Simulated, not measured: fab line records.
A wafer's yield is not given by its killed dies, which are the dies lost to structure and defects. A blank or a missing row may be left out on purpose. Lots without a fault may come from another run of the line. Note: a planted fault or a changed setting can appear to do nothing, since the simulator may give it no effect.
fab line records | flow sky130
record lots=5 wafers=15 lastDay=49
route steps=708 shown VT_ADJUST_HVTP@87 VT_ADJUST_LVTN@97 VT_ADJUST_NCORE@119 VT_ADJUST_HVTR@131
lots that met no fault: taken from a fault-free run of the same line
startH: start of the lot's first displayed wafer, in hours after the record's first day | waitH: hours since the lot's step before | " as in the row above | L1.1+2: a single row standing in for several wafers | - no value, or no start given | * or withheld: withheld | < > ~ a bound
route shown NAME@n: a module of which the file shows steps, and the number in the route of the first | usual: the fault-free wafers' mean and standard deviation | same: alike in all rows | chamber/n: place in a boat | sites: per-site readings | _std_site: the standard deviation of these | _edge_site: inner sites' mean taken away from outer sites' mean | radiusMm: for every site, how far away it sits from the centre of the wafer | mask NAME#n: copy n | behind: the last tool/chamber to shape the wafer | hold: the reason the lot was held/the length of the hold in hours/how it ended | device: the n, p or np transistor that did not switch | end of line: tests run on the same wafers once the route is complete | a step given without rows: its recipe and nothing more | killed: the dies lost at the first sort to structure and to defects; this is not the yield of the wafer | map: a wafer's dies, marking killed ones x, the rest . and places with no die _
set.NAME: the setting that was run; set.NAME@STEP: the one run at that earlier step | model.NAME: the simulator's own value behind a step, which no gauge read
a table for each step, a row for each wafer; lots at some steps of the route
services: the hour from which a tool's chamber was out of use, counted from the record's first day as startH (under 0 if before that day), plus the number of hours and why
## steps
# step SKY_VT_ADJUST_HVTP_COAT_02
# recipe resist=NOVOLAK spinRpm=3000 resistThkNm=1140
# columns lot.wafer tool chamber startH waitH
L081.1+3+5 lithoTrack-01 0 155.09 0.1
L082.2+3+4 lithoTrack-01 0 164.21 0.1
L084.1+3+6 lithoTrack-02 0 173.74 0.1
L086.1+4+5 lithoTrack-02 0 188.99 0.1
L090.4+5+6 lithoTrack-01 0 210.36 0.1
# step SKY_VT_ADJUST_HVTP_SOFTBAKE_03
# recipe tempC=90 timeS=60 resist=NOVOLAK
# columns lot.wafer tool chamber startH waitH
L081.1+3+5 lithoTrack-01 0 155.24 0.1
L082.2+3+4 lithoTrack-01 0 164.36 0.1
L084.1+3+6 lithoTrack-02 0 173.89 0.1
L086.1+4+5 lithoTrack-02 0 189.14 0.1
L090.4+5+6 lithoTrack-01 0 210.51 0.1
# step SKY_VT_ADJUST_HVTP_EXPOSE_04
# recipe maskId=HVTPM na=0.6 sourceShape=conventional sigmaOuter=0.6 polarization=unpolarized targetCdNm=380 doseMj=140
# columns lot.wafer tool chamber startH waitH mask
L081.1+3+5 ilineStepper-01 0 - - HVTPM#0
L082.2+3+4 ilineStepper-02 0 - - HVTPM#0
L084.1+3+6 ilineStepper-01 0 - - HVTPM#0
L086.1+4+5 ilineStepper-01 0 - - HVTPM#0
L090.4+5+6 ilineStepper-01 0 - - HVTPM#0
# step SKY_VT_ADJUST_HVTP_PEB_05
# recipe tempC=withheld timeS=* resist=NOVOLAK
# columns lot.wafer tool chamber startH waitH
L081.1+3+5 lithoTrack-04 0 - -
L082.2+3+4 lithoTrack-02 0 - -
L084.1+3+6 lithoTrack-01 0 - -
L086.1+4+5 lithoTrack-04 0 - -
L090.4+5+6 lithoTrack-04 0 - -
# step SKY_VT_ADJUST_HVTP_DEVELOP_06
# recipe resist=NOVOLAK developer=TMAH developTimeS=60 devTempC=23
# same developTimeS=60
# columns lot.wafer tool chamber startH waitH
L081.1+3+5 lithoTrack-04 0 164.96 0.1
L082.2+3+4 lithoTrack-02 0 174.21 0.1
L084.1+3+6 lithoTrack-01 0 183.74 0.1
L086.1+4+5 lithoTrack-04 0 199.61 0.1
L090.4+5+6 lithoTrack-04 0 221.49 0.1
# step SKY_VT_ADJUST_HVTP_CD_MEAS_07
# recipe targetCdNm=380
# usual cdNm=379.4/2.6
# columns lot.wafer tool chamber startH waitH cdNm
L081.1 cdSem-02 - 165.11 0.1 376.6
L081.3 " - " " 377.8
L081.5 " - " " 377.4
L082.2 cdSem-01 - 174.36 0.1 378.1
L082.3 " - " " 381.3
L082.4 " - " " 379.9
L084.1 cdSem-02 - 183.89 0.1 376.3
L084.3 " - " " 376.7
L084.6 " - " " 376.6
L086.1 cdSem-02 - 199.76 0.1 377.0
L086.4 " - " " 376.7
L086.5 " - " " 375.9
L090.4 cdSem-02 - 221.62 0.1 375.8
L090.5 " - " " 373.4
L090.6 " - " " 376.0
# step SKY_VT_ADJUST_HVTP_OVL_MEAS_08
# usual VT_ADJUST_HVTP_OVL=0.8/1.6
# columns lot.wafer tool chamber startH waitH VT_ADJUST_HVTP_OVL[nm]
L081.1 overlay-01 - 165.23 0.1 1.3
L081.3 " - " " 0.4
L081.5 " - " " 0.8
L082.2 overlay-01 - 174.46 0.1 1.4
L082.3 " - " " 1.3
L082.4 " - " " 0.9
L084.1 overlay-01 - 184.01 0.1 -0.5
L084.3 " - " " -2.7
L084.6 " - " " -1.2
L086.1 overlay-01 - 199.88 0.1 1.8
L086.4 " - " " 1.7
L086.5 " - " " 1.0
L090.4 overlay-02 - 221.70 0.1 1.1
L090.5 " - " " 2.1
L090.6 " - " " 1.6
# step SKY_VT_ADJUST_HVTP_IMPLANT_09
# recipe species=As energyKev=150 doseCm2=4.3e+12 tiltDeg=withheld
# columns lot.wafer tool chamber startH waitH
L081.1+3+5 implanter-03 0 165.27 0.0
L082.2+3+4 implanter-03 0 174.52 0.0
L084.1+3+6 implanter-01 0 184.04 0.0
L086.1+4+5 implanter-04 0 199.92 0.0
L090.4+5+6 implanter-04 0 221.79 0.1
# step SKY_VT_ADJUST_HVTP_STRIP_10
# recipe chemistry=O2/N2 powerW=1400 pressureMtorr=1500 platenTempC=withheld o2FlowSccm=3000 n2FlowSccm=300 overashFraction=0.5
# usual drypumpMotorCurrentA=5.71/0.26 oesProductAu=0.715/0.0047 stripTimeToEndpointS=14.19/0.049
# columns lot.wafer tool chamber startH waitH drypumpMotorCurrentA oesProductAu rfHoursCounterH stripTimeToEndpointS
L081.1 plasmaAsher-02 0 165.42 0.1 5.63 0.716 44 14.26
L081.3 " 1 " " 6.00 0.720 - 14.27
L081.5 " 1 " " 6.00 0.715 - 14.22
L082.2 plasmaAsher-02 1 174.64 0.1 6.02 0.716 45 14.12
L082.3 " 0 " " 5.63 0.717 - 14.18
L082.4 " 1 " " 6.02 0.707 - 14.16
L084.1 plasmaAsher-04 0 184.19 0.1 5.25 0.711 52 14.22
L084.3 " 1 " " 5.99 0.717 - 14.17
L084.6 " 0 " " 5.27 0.722 - 14.18
L086.1 plasmaAsher-02 0 200.07 0.1 5.64 0.708 48 14.21
L086.4 " 0 " " 5.63 0.722 - 14.24
L086.5 " 0 " " 5.65 0.715 - 14.25
L090.4 plasmaAsher-04 0 221.90 0.1 5.26 0.710 - 14.19
L090.5 " 1 " " 5.97 0.713 - 14.24
L090.6 " 0 " " 5.24 0.719 - 14.19
# step SKY_VT_ADJUST_HVTP_TW_MEAS_11
# usual VT_ADJUST_HVTP_TW=1364/13
# columns lot.wafer tool chamber startH waitH VT_ADJUST_HVTP_TW
L081.1 filmMetro-04 - 165.52 0.1 1358
L081.3 " - " " 1366
L081.5 " - " " 1353
L082.2 filmMetro-01 - 174.75 0.1 1378
L082.3 " - " " 1380
L082.4 " - " " 1379
L084.1 filmMetro-04 - 184.29 0.1 1362
L084.3 " - " " 1360
L084.6 " - " " 1353
L086.1 filmMetro-02 - 200.17 0.1 1347
L086.4 " - " " 1351
L086.5 " - " " 1354
L090.4 filmMetro-04 - 222.00 0.1 1366
L090.5 " - " " 1363
L090.6 " - " " 1359
# step SKY_VT_ADJUST_LVTN_DEHYDRATE_00
# recipe tempC=200 timeS=60
# columns lot.wafer tool chamber startH waitH
L081.1+3+5 lithoTrack-03 0 174.87 9.3
L082.2+3+4 lithoTrack-02 0 184.41 9.6
L084.1+3+6 lithoTrack-02 0 193.79 9.5
L086.1+4+5 lithoTrack-03 0 210.77 10.6
L090.4+5+6 lithoTrack-02 0 232.81 10.8
# step SKY_VT_ADJUST_LVTN_HMDS_01
# recipe primeTimeS=60 primeTempC=120
# columns lot.wafer tool chamber startH waitH
L081.1+3+5 lithoTrack-03 0 175.02 0.1
L082.2+3+4 lithoTrack-02 0 184.56 0.1
L084.1+3+6 lithoTrack-02 0 193.94 0.1
L086.1+4+5 lithoTrack-03 0 210.92 0.1
L090.4+5+6 lithoTrack-02 0 232.96 0.1
# step SKY_VT_ADJUST_LVTN_COAT_02
# recipe spinRpm=2000 resistThkNm=3000
# columns lot.wafer tool chamber startH waitH
L081.1+3+5 lithoTrack-03 0 175.17 0.1
L082.2+3+4 lithoTrack-02 0 184.71 0.1
L084.1+3+6 lithoTrack-02 0 194.09 0.1
L086.1+4+5 lithoTrack-03 0 211.07 0.1
L090.4+5+6 lithoTrack-02 0 233.11 0.1
# step SKY_VT_ADJUST_LVTN_SOFTBAKE_03
# recipe tempC=110 timeS=withheld
# columns lot.wafer tool chamber startH waitH
L081.1+3+5 lithoTrack-03 0 175.32 0.1
L082.2+3+4 lithoTrack-02 0 184.87 0.1
L084.1+3+6 lithoTrack-02 0 194.24 0.1
L086.1+4+5 lithoTrack-03 0 211.22 0.1
L090.4+5+6 lithoTrack-02 0 233.29 0.1
# step SKY_VT_ADJUST_LVTN_EXPOSE_04
# recipe maskId=NWM_COMPLEMENT_LESS_NATIVE na=0.6 sourceShape=conventional sigmaOuter=0.6 polarization=unpolarized targetCdNm=840 doseMj=194
# columns lot.wafer tool chamber startH waitH mask
L081.1+3+5 ilineStepper-02 0 - - NWM_COMPLEMENT_LESS_NATIVE#0
L082.2+3+4 ilineStepper-02 0 - - NWM_COMPLEMENT_LESS_NATIVE#0
L084.1+3+6 ilineStepper-01 0 - - NWM_COMPLEMENT_LESS_NATIVE#0
L086.1+4+5 ilineStepper-01 0 - - NWM_COMPLEMENT_LESS_NATIVE#0
L090.4+5+6 ilineStepper-02 0 - - NWM_COMPLEMENT_LESS_NATIVE#0
# step SKY_VT_ADJUST_LVTN_PEB_05
# recipe tempC=115 timeS=withheld
# columns lot.wafer tool chamber startH waitH
L081.1+3+5 lithoTrack-02 0 - -
L082.2+3+4 lithoTrack-04 0 - -
L084.1+3+6 lithoTrack-02 0 - -
L086.1+4+5 lithoTrack-03 0 - -
L090.4+5+6 lithoTrack-02 0 - -
# step SKY_VT_ADJUST_LVTN_DEVELOP_06
# recipe wallAngleDeg=90 developer=TMAH developTimeS=60 devTempC=23
# same developTimeS=60
# columns lot.wafer tool chamber startH waitH
L081.1+3+5 lithoTrack-02 0 - -
L082.2+3+4 lithoTrack-04 0 - -
L084.1+3+6 lithoTrack-02 0 - -
L086.1+4+5 lithoTrack-03 0 - -
L090.4+5+6 lithoTrack-02 0 - -
# step SKY_VT_ADJUST_LVTN_OVL_MEAS_07
# usual VT_ADJUST_LVTN_OVL=-0.8/1.5
# columns lot.wafer tool chamber startH waitH VT_ADJUST_LVTN_OVL[nm]
L081.1 overlay-02 - 185.39 - -2.4
L081.3 " - " " -3.3
L081.5 " - " " -2.1
L082.2 overlay-02 - 195.02 - -1.3
L082.3 " - " " 1.2
L082.4 " - " " 1.9
L084.1 overlay-02 - 205.19 - -1.3
L084.3 " - " " -0.9
L084.6 " - " " 0.5
L086.1 overlay-02 - 222.32 - -2.0
L086.4 " - " " -0.5
L086.5 " - " " -2.2
L090.4 overlay-01 - 244.31 - 0.3
L090.5 " - " " -0.1
L090.6 " - " " 0.3
# step SKY_VT_ADJUST_LVTN_IMPLANT_08
# recipe species=B energyKev=30 doseCm2=1.57e+12 tiltDeg=withheld
# columns lot.wafer tool chamber startH waitH
L081.1+3+5 implanter-02 0 185.42 0.0
L082.2+3+4 implanter-01 0 195.07 0.0
L084.1+3+6 implanter-03 0 205.22 0.0
L086.1+4+5 implanter-01 0 222.35 0.0
L090.4+5+6 implanter-02 0 244.40 0.1
# step SKY_VT_ADJUST_LVTN_STRIP_09
# recipe chemistry=O2/N2 powerW=1400 pressureMtorr=1500 platenTempC=withheld o2FlowSccm=3000 n2FlowSccm=300 overashFraction=0.5
# usual drypumpMotorCurrentA=6.0/0.41 oesProductAu=0.723/0.0045 stripTimeToEndpointS=36.96/0.11
# columns lot.wafer tool chamber startH waitH drypumpMotorCurrentA oesProductAu rfHoursCounterH stripTimeToEndpointS
L081.1 plasmaAsher-03 1 185.57 0.1 5.9 0.723 39 36.97
L081.3 " 1 " " 5.9 0.718 - 36.94
L081.5 " 0 " " 5.5 0.727 - 37.00
L082.2 plasmaAsher-01 0 195.20 0.1 6.3 0.722 8 37.07
L082.3 " 0 " " 6.3 0.723 - 37.00
L082.4 " 1 " " 6.5 0.715 - 36.98
L084.1 plasmaAsher-04 0 205.37 0.1 5.3 0.722 54 37.06
L084.3 " 0 " " 5.3 0.722 - 37.06
L084.6 " 0 " " 5.2 0.714 - 37.26
L086.1 plasmaAsher-04 0 222.50 0.1 5.3 0.716 56 37.09
L086.4 " 1 " " 6.0 0.724 - 37.10
L086.5 " 0 " " 5.3 0.730 - 37.07
L090.4 plasmaAsher-03 1 244.51 0.1 5.9 0.722 - 36.90
L090.5 " 1 " " 5.9 0.726 - 36.87
L090.6 " 0 " " 5.5 0.723 - 36.91
# step SKY_VT_ADJUST_LVTN_TW_MEAS_10
# usual VT_ADJUST_LVTN_TW=242.6/2.1
# columns lot.wafer tool chamber startH waitH VT_ADJUST_LVTN_TW
L081.1 filmMetro-01 - 185.67 0.1 245.1
L081.3 " - " " 246.9
L081.5 " - " " 244.9
L082.2 filmMetro-02 - 195.31 0.1 240.4
L082.3 " - " " 239.3
L082.4 " - " " 240.7
L084.1 filmMetro-03 - 205.47 0.1 240.8
L084.3 " - " " 243.6
L084.6 " - " " 242.3
L086.1 filmMetro-02 - 222.60 0.1 240.3
L086.4 " - " " 238.5
L086.5 " - " " 239.8
L090.4 filmMetro-03 - 244.61 0.1 241.5
L090.5 " - " " 240.7
L090.6 " - " " 241.7
# step SKY_VT_ADJUST_LVTN_DEHYDRATE_11
# recipe tempC=200 timeS=60
# columns lot.wafer tool chamber startH waitH
L081.1+3+5 lithoTrack-03 0 195.47 9.8
L082.2+3+4 lithoTrack-02 0 205.51 10.2
L084.1+3+6 lithoTrack-03 0 215.72 10.2
L086.1+4+5 lithoTrack-02 0 233.39 10.8
L090.4+5+6 lithoTrack-03 0 255.64 11.0
# step SKY_VT_ADJUST_LVTN_HMDS_12
# recipe primeTimeS=60 primeTempC=120
# columns lot.wafer tool chamber startH waitH
L081.1+3+5 lithoTrack-03 0 195.62 0.1
L082.2+3+4 lithoTrack-02 0 205.66 0.1
L084.1+3+6 lithoTrack-03 0 215.87 0.1
L086.1+4+5 lithoTrack-02 0 233.54 0.1
L090.4+5+6 lithoTrack-03 0 255.79 0.1
# step SKY_VT_ADJUST_LVTN_COAT_13
# recipe resist=NOVOLAK spinRpm=3000 resistThkNm=1140
# columns lot.wafer tool chamber startH waitH
L081.1+3+5 lithoTrack-03 0 195.77 0.1
L082.2+3+4 lithoTrack-02 0 205.81 0.1
L084.1+3+6 lithoTrack-03 0 216.02 0.1
L086.1+4+5 lithoTrack-02 0 233.69 0.1
L090.4+5+6 lithoTrack-03 0 255.94 0.1
# step SKY_VT_ADJUST_LVTN_SOFTBAKE_14
# recipe tempC=90 timeS=60 resist=NOVOLAK
# columns lot.wafer tool chamber startH waitH
L081.1+3+5 lithoTrack-03 0 195.92 0.1
L082.2+3+4 lithoTrack-02 0 205.96 0.1
L084.1+3+6 lithoTrack-03 0 216.17 0.1
L086.1+4+5 lithoTrack-02 0 233.84 0.1
L090.4+5+6 lithoTrack-03 0 256.09 0.1
# step SKY_VT_ADJUST_LVTN_EXPOSE_15
# recipe maskId=HVN_STD_DERIVED na=0.6 sourceShape=conventional sigmaOuter=0.6 polarization=unpolarized targetCdNm=600 doseMj=163
# columns lot.wafer tool chamber startH waitH mask
L081.1+3+5 ilineStepper-01 0 - - HVN_STD_DERIVED#0
L082.2+3+4 ilineStepper-01 0 - - HVN_STD_DERIVED#0
L084.1+3+6 ilineStepper-02 0 - - HVN_STD_DERIVED#0
L086.1+4+5 ilineStepper-01 0 - - HVN_STD_DERIVED#0
L090.4+5+6 ilineStepper-02 0 - - HVN_STD_DERIVED#0
# step SKY_VT_ADJUST_LVTN_PEB_16
# recipe tempC=withheld timeS=* resist=NOVOLAK
# columns lot.wafer tool chamber startH waitH
L081.1+3+5 lithoTrack-03 0 - -
L082.2+3+4 lithoTrack-04 0 - -
L084.1+3+6 lithoTrack-03 0 - -
L086.1+4+5 lithoTrack-02 0 - -
L090.4+5+6 lithoTrack-03 0 - -
# step SKY_VT_ADJUST_LVTN_DEVELOP_17
# recipe resist=NOVOLAK developer=TMAH developTimeS=60 devTempC=23
# same developTimeS=60
# columns lot.wafer tool chamber startH waitH
L081.1+3+5 lithoTrack-03 0 206.37 0.1
L082.2+3+4 lithoTrack-04 0 216.39 0.1
L084.1+3+6 lithoTrack-03 0 226.82 0.1
L086.1+4+5 lithoTrack-02 0 245.19 0.1
L090.4+5+6 lithoTrack-03 0 267.29 0.1
# step SKY_VT_ADJUST_LVTN_OVL_MEAS_18
# usual VT_ADJUST_LVTN_01_OVL=-0.3/1.5
# columns lot.wafer tool chamber startH waitH VT_ADJUST_LVTN_01_OVL[nm]
L081.1 overlay-01 - 206.52 0.1 -0.8
L081.3 " - " " -1.3
L081.5 " - " " -0.2
L082.2 overlay-02 - 216.52 0.1 1.2
L082.3 " - " " 2.0
L082.4 " - " " 2.8
L084.1 overlay-01 - 226.97 0.1 -2.2
L084.3 " - " " -1.9
L084.6 " - " " 0.0
L086.1 overlay-01 - 245.34 0.1 0.9
L086.4 " - " " 0.1
L086.5 " - " " 0.6
L090.4 overlay-02 - 267.39 0.1 -1.6
L090.5 " - " " -2.0
L090.6 " - " " -1.3
# step SKY_VT_ADJUST_LVTN_IMPLANT_19
# recipe species=B energyKev=30 doseCm2=6.5e+11 tiltDeg=withheld
# columns lot.wafer tool chamber startH waitH
L081.1+3+5 implanter-02 0 206.55 0.0
L082.2+3+4 implanter-01 0 216.57 0.0
L084.1+3+6 implanter-03 0 227.00 0.0
L086.1+4+5 implanter-02 0 245.37 0.0
L090.4+5+6 implanter-01 0 267.48 0.1
# step SKY_VT_ADJUST_LVTN_STRIP_20
# recipe chemistry=O2/N2 powerW=1400 pressureMtorr=1500 platenTempC=withheld o2FlowSccm=3000 n2FlowSccm=300 overashFraction=0.5
# usual drypumpMotorCurrentA=6.0/0.43 oesProductAu=0.715/0.0047 stripTimeToEndpointS=14.19/0.037
# columns lot.wafer tool chamber startH waitH drypumpMotorCurrentA oesProductAu rfHoursCounterH stripTimeToEndpointS
L081.1 plasmaAsher-01 0 206.70 0.1 6.2 0.712 9 14.17
L081.3 " 0 " " 6.2 0.715 - 14.19
L081.5 " 1 " " 6.5 0.721 - 14.17
L082.2 plasmaAsher-01 1 216.70 0.1 6.5 0.718 10 14.15
L082.3 " 1 " " 6.5 0.720 - 14.17
L082.4 " 0 " " 6.2 0.716 - 14.20
L084.1 plasmaAsher-04 1 227.15 0.1 6.0 0.713 56 14.18
L084.3 " 0 " " 5.2 0.707 - 14.19
L084.6 " 1 " " 6.0 0.717 - 14.22
L086.1 plasmaAsher-03 1 245.52 0.1 5.9 0.718 45 14.23
L086.4 " 0 " " 5.5 0.719 - 14.18
L086.5 " 0 " " 5.5 0.718 - 14.25
L090.4 plasmaAsher-04 1 267.59 0.1 6.0 0.713 - 14.19
L090.5 " 0 " " 5.3 0.724 - 14.14
L090.6 " 1 " " 6.0 0.709 - 14.19
# step SKY_VT_ADJUST_LVTN_TW_MEAS_21
# usual VT_ADJUST_LVTN_2_TW=189.6/1.9
# columns lot.wafer tool chamber startH waitH VT_ADJUST_LVTN_2_TW
L081.1 filmMetro-03 - 206.80 0.1 189.8
L081.3 " - " " 189.2
L081.5 " - " " 187.9
L082.2 filmMetro-02 - 216.81 0.1 186.5
L082.3 " - " " 187.5
L082.4 " - " " 186.7
L084.1 filmMetro-02 - 227.25 0.1 187.5
L084.3 " - " " 186.0
L084.6 " - " " 187.9
L086.1 filmMetro-03 - 245.62 0.1 187.6
L086.4 " - " " 188.7
L086.5 " - " " 188.7
L090.4 filmMetro-03 - 267.68 0.1 188.7
L090.5 " - " " 188.8
L090.6 " - " " 188.9
# step SKY_VT_ADJUST_NCORE_DEHYDRATE_00
# recipe tempC=200 timeS=60
# columns lot.wafer tool chamber startH waitH
L081.1+3+5 lithoTrack-03 0 216.92 10.1
L082.2+3+4 lithoTrack-01 0 227.26 10.4
L084.1+3+6 lithoTrack-01 0 237.89 10.6
L086.1+4+5 lithoTrack-04 0 256.61 11.0
L090.4+5+6 lithoTrack-03 0 278.69 11.0
# step SKY_VT_ADJUST_NCORE_HMDS_01
# recipe primeTimeS=60 primeTempC=120
# columns lot.wafer tool chamber startH waitH
L081.1+3+5 lithoTrack-03 0 217.07 0.1
L082.2+3+4 lithoTrack-01 0 227.41 0.1
L084.1+3+6 lithoTrack-01 0 238.04 0.1
L086.1+4+5 lithoTrack-04 0 256.76 0.1
L090.4+5+6 lithoTrack-03 0 278.84 0.1
# step SKY_VT_ADJUST_NCORE_COAT_02
# recipe resist=NOVOLAK spinRpm=3000 resistThkNm=1140
# columns lot.wafer tool chamber startH waitH
L081.1+3+5 lithoTrack-03 0 217.22 0.1
L082.2+3+4 lithoTrack-01 0 227.56 0.1
L084.1+3+6 lithoTrack-01 0 238.19 0.1
L086.1+4+5 lithoTrack-04 0 256.91 0.1
L090.4+5+6 lithoTrack-03 0 278.99 0.1
# step SKY_VT_ADJUST_NCORE_SOFTBAKE_03
# recipe tempC=90 timeS=60 resist=NOVOLAK
# columns lot.wafer tool chamber startH waitH
L081.1+3+5 lithoTrack-03 0 217.37 0.1
L082.2+3+4 lithoTrack-01 0 227.71 0.1
L084.1+3+6 lithoTrack-01 0 238.34 0.1
L086.1+4+5 lithoTrack-04 0 257.06 0.1
L090.4+5+6 lithoTrack-03 0 279.14 0.1
# step SKY_VT_ADJUST_NCORE_EXPOSE_04
# recipe maskId=LVTN_COMPLEMENT_THIN na=0.6 sourceShape=conventional sigmaOuter=0.6 polarization=unpolarized targetCdNm=380 doseMj=139
# columns lot.wafer tool chamber startH waitH mask
L081.1+3+5 ilineStepper-02 0 - - LVTN_COMPLEMENT_THIN#0
L082.2+3+4 ilineStepper-01 0 - - LVTN_COMPLEMENT_THIN#0
L084.1+3+6 ilineStepper-02 0 - - LVTN_COMPLEMENT_THIN#0
L086.1+4+5 ilineStepper-01 0 - - LVTN_COMPLEMENT_THIN#0
L090.4+5+6 ilineStepper-01 0 - - LVTN_COMPLEMENT_THIN#0
# step SKY_VT_ADJUST_NCORE_PEB_05
# recipe tempC=withheld timeS=* resist=NOVOLAK
# columns lot.wafer tool chamber startH waitH
L081.1+3+5 lithoTrack-04 0 - -
L082.2+3+4 lithoTrack-01 0 - -
L084.1+3+6 lithoTrack-03 0 - -
L086.1+4+5 lithoTrack-03 0 - -
L090.4+5+6 lithoTrack-03 0 - -
# step SKY_VT_ADJUST_NCORE_DEVELOP_06
# recipe resist=NOVOLAK developer=TMAH developTimeS=60 devTempC=23
# same developTimeS=60
# columns lot.wafer tool chamber startH waitH
L081.1+3+5 lithoTrack-04 0 228.01 0.1
L082.2+3+4 lithoTrack-01 0 238.66 0.1
L084.1+3+6 lithoTrack-03 0 249.07 0.1
L086.1+4+5 lithoTrack-03 0 268.47 0.1
L090.4+5+6 lithoTrack-03 0 291.14 0.1
# step SKY_VT_ADJUST_NCORE_CD_MEAS_07
# recipe targetCdNm=380
# usual cdNm=379.6/2.1
# columns lot.wafer tool chamber startH waitH cdNm
L081.1 cdSem-01 - 228.16 0.1 378.4
L081.3 " - " " 378.7
L081.5 " - " " 375.7
L082.2 cdSem-01 - 238.81 0.1 380.4
L082.3 " - " " 381.7
L082.4 " - " " 382.6
L084.1 cdSem-01 - 249.22 0.1 374.1
L084.3 " - " " 377.6
L084.6 " - " " 376.1
L086.1 cdSem-02 - 268.62 0.1 380.8
L086.4 " - " " 383.0
L086.5 " - " " 381.8
L090.4 cdSem-02 - 291.28 0.1 381.4
L090.5 " - " " 377.5
L090.6 " - " " 379.2
# step SKY_VT_ADJUST_NCORE_OVL_MEAS_08
# usual VT_ADJUST_NCORE_OVL=-0.4/1.5
# columns lot.wafer tool chamber startH waitH VT_ADJUST_NCORE_OVL[nm]
L081.1 overlay-01 - 228.28 0.1 -1.3
L081.3 " - " " -1.6
L081.5 " - " " -1.4
L082.2 overlay-01 - 238.91 0.1 -1.1
L082.3 " - " " -2.6
L082.4 " - " " -2.3
L084.1 overlay-01 - 249.34 0.1 0.9
L084.3 " - " " 0.0
L084.6 " - " " -0.8
L086.1 overlay-01 - 268.74 0.1 -1.9
L086.4 " - " " -1.9
L086.5 " - " " -2.1
L090.4 overlay-01 - 291.36 0.1 1.3
L090.5 " - " " 0.5
L090.6 " - " " 0.0
# step SKY_VT_ADJUST_NCORE_IMPLANT_09
# recipe species=B energyKev=10 doseCm2=2.4e+12 tiltDeg=withheld
# columns lot.wafer tool chamber startH waitH
L081.1+3+5 implanter-04 0 228.32 0.0
L082.2+3+4 implanter-01 0 238.97 0.0
L084.1+3+6 implanter-01 0 249.37 0.0
L086.1+4+5 implanter-02 0 268.77 0.0
L090.4+5+6 implanter-04 0 291.45 0.1
# step SKY_VT_ADJUST_NCORE_STRIP_10
# recipe chemistry=O2/N2 powerW=1400 pressureMtorr=1500 platenTempC=withheld o2FlowSccm=3000 n2FlowSccm=300 overashFraction=0.5
# usual drypumpMotorCurrentA=5.9/0.33 oesProductAu=0.715/0.0052 stripTimeToEndpointS=14.20/0.04
# columns lot.wafer tool chamber startH waitH drypumpMotorCurrentA oesProductAu rfHoursCounterH stripTimeToEndpointS
L081.1 plasmaAsher-03 1 228.47 0.1 5.9 0.713 43 14.20
L081.3 " 1 " " 5.9 0.710 - 14.21
L081.5 " 0 " " 5.5 0.712 - 14.25
L082.2 plasmaAsher-02 0 239.09 0.1 5.6 0.706 52 14.23
L082.3 " 1 " " 6.0 0.718 - 14.21
L082.4 " 0 " " 5.6 0.715 - 14.22
L084.1 plasmaAsher-01 0 249.52 0.1 6.2 0.714 14 14.22
L084.3 " 0 " " 6.3 0.713 - 14.20
L084.6 " 0 " " 6.3 0.722 - 14.20
L086.1 plasmaAsher-03 0 268.92 0.1 5.5 0.716 47 14.23
L086.4 " 0 " " 5.5 0.716 - 14.20
L086.5 " 1 " " 5.9 0.715 - 14.21
L090.4 plasmaAsher-03 0 291.56 0.1 5.5 0.718 - 14.20
L090.5 " 0 " " 5.5 0.707 - 14.23
L090.6 " 1 " " 5.9 0.718 - 14.22
# step SKY_VT_ADJUST_NCORE_TW_MEAS_11
# usual VT_ADJUST_NCORE_TW=221.6/1.8
# columns lot.wafer tool chamber startH waitH VT_ADJUST_NCORE_TW
L081.1 filmMetro-03 - 228.57 0.1 219.3
L081.3 " - " " 219.6
L081.5 " - " " 219.6
L082.2 filmMetro-04 - 239.20 0.1 221.5
L082.3 " - " " 220.2
L082.4 " - " " 220.2
L084.1 filmMetro-01 - 249.62 0.1 222.9
L084.3 " - " " 222.7
L084.6 " - " " 222.7
L086.1 filmMetro-03 - 269.02 0.1 219.3
L086.4 " - " " 220.7
L086.5 " - " " 219.3
L090.4 filmMetro-01 - 291.65 0.1 222.3
L090.5 " - " " 221.0
L090.6 " - " " 221.1
# step SKY_VT_ADJUST_HVTR_DEHYDRATE_00
# recipe tempC=200 timeS=60
# columns lot.wafer tool chamber startH waitH
L081.1+3+5 lithoTrack-03 0 238.92 10.3
L082.2+3+4 lithoTrack-03 0 249.84 10.6
L084.1+3+6 lithoTrack-03 0 261.12 11.5
L086.1+4+5 lithoTrack-02 0 280.39 11.4
L090.4+5+6 lithoTrack-01 0 303.51 11.8
# step SKY_VT_ADJUST_HVTR_HMDS_01
# recipe primeTimeS=60 primeTempC=120
# columns lot.wafer tool chamber startH waitH
L081.1+3+5 lithoTrack-03 0 239.07 0.1
L082.2+3+4 lithoTrack-03 0 249.99 0.1
L084.1+3+6 lithoTrack-03 0 261.27 0.1
L086.1+4+5 lithoTrack-02 0 280.54 0.1
L090.4+5+6 lithoTrack-01 0 303.66 0.1
# step SKY_VT_ADJUST_HVTR_COAT_02
# recipe resist=NOVOLAK spinRpm=3000 resistThkNm=1140
# columns lot.wafer tool chamber startH waitH
L081.1+3+5 lithoTrack-03 0 239.22 0.1
L082.2+3+4 lithoTrack-03 0 250.14 0.1
L084.1+3+6 lithoTrack-03 0 261.42 0.1
L086.1+4+5 lithoTrack-02 0 280.69 0.1
L090.4+5+6 lithoTrack-01 0 303.81 0.1
# step SKY_VT_ADJUST_HVTR_SOFTBAKE_03
# recipe tempC=90 timeS=60 resist=NOVOLAK
# columns lot.wafer tool chamber startH waitH
L081.1+3+5 lithoTrack-03 0 239.37 0.1
L082.2+3+4 lithoTrack-03 0 250.29 0.1
L084.1+3+6 lithoTrack-03 0 261.57 0.1
L086.1+4+5 lithoTrack-02 0 280.84 0.1
L090.4+5+6 lithoTrack-01 0 303.96 0.1
# step SKY_VT_ADJUST_HVTR_EXPOSE_04
# recipe maskId=HVTRM targetCdNm=380 na=0.6 sourceShape=conventional sigmaOuter=0.6 doseMj=150
# columns lot.wafer tool chamber startH waitH mask
L081.1+3+5 ilineStepper-02 0 - - HVTRM#0
L082.2+3+4 ilineStepper-01 0 - - HVTRM#0
L084.1+3+6 ilineStepper-02 0 - - HVTRM#0
L086.1+4+5 ilineStepper-01 0 - - HVTRM#0
L090.4+5+6 ilineStepper-02 0 - - HVTRM#0
## services
# columns tool chamber startH hours kind
plasmaAsher-04 - 145.26 1.1 repair
plasmaAsher-01 - 175.24 3.8 repair
plasmaAsher-03 - 194.18 3.4 repair
implanter-01 - 205.07 5.2 repair
implanter-03 - 220.98 5.5 pm
implanter-04 - 230.15 12.5 pm
implanter-04 - 254.27 8.8 repair
ilineStepper-01 - 260.04 6.1 repair
ilineStepper-01 - 274.63 1.7 pm
plasmaAsher-02 - 276.26 2.8 pm
implanter-02 - 282.18 5.3 repair
implanter-03 - 298.83 1.5 repair
## key
fault none
